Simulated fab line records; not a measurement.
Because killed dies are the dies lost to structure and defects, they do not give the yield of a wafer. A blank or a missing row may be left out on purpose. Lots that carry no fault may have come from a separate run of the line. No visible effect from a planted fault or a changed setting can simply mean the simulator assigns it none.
Chamber matching :: flow sky130 :: SKY_FIELD_ISO_CMP_27 on cmp-02: 4 sister chambers
The step polishes, stops on Si3N4, t overpolish 16 s, target thk 457.8 nm. 4 wafers are shown with their chamber, then 7 later ones without.

WAFERS PAIRED WITH THEIR CHAMBERS
wafer: L323.5
chamber: 1
motor current A (A): 13.3

wafer: L327.1
chamber: 0
motor current A (A): 9.7

wafer: L328.1
chamber: 3
motor current A (A): 12.0

wafer: L328.6
chamber: 2
motor current A (A): 11.0

WAFERS WITH NO CHAMBER GIVEN
wafer: L329.2
motor current A (A): 12.0

wafer: L338.1
motor current A (A): 11.6

wafer: L338.3
motor current A (A): 12.3

wafer: L338.6
motor current A (A): 11.8

wafer: L341.1
motor current A (A): 9.6

wafer: L341.3
motor current A (A): 12.5

wafer: L341.5
motor current A (A): 11.7

WHICH CHAMBER EACH WENT THROUGH
wafer: L329.2
from the rows above: 3
in truth: 3

wafer: L338.1
from the rows above: can't be placed: 3 or 2
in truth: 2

wafer: L338.3
from the rows above: 3
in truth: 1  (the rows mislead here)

wafer: L338.6
from the rows above: can't be placed: 3 or 2
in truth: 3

wafer: L341.1
from the rows above: 0
in truth: 0

wafer: L341.3
from the rows above: can't be placed: 3 or 1
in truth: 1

wafer: L341.5
from the rows above: can't be placed: 3 or 2
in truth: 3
Placed correctly: 2 of 7. Unplaceable from these rows: 4, with the true chamber sitting among the candidates in 4. Number placed wrongly: 1.
How it was worked out, from the rows above alone: a wafer's distance from a chamber is the root of the sum, over the readings, of the square of ((its reading less the chamber's mean) divided by the reading's scatter). If the next closest chamber is less than 2 further off than the closest, the wafer can't be placed; otherwise it belongs to the closest. The mean given for a chamber averages the wafers shown for that chamber. The scatter: with one shown wafer a chamber, the root of the mean of the squares of how far each hidden wafer lies from its nearest shown one.
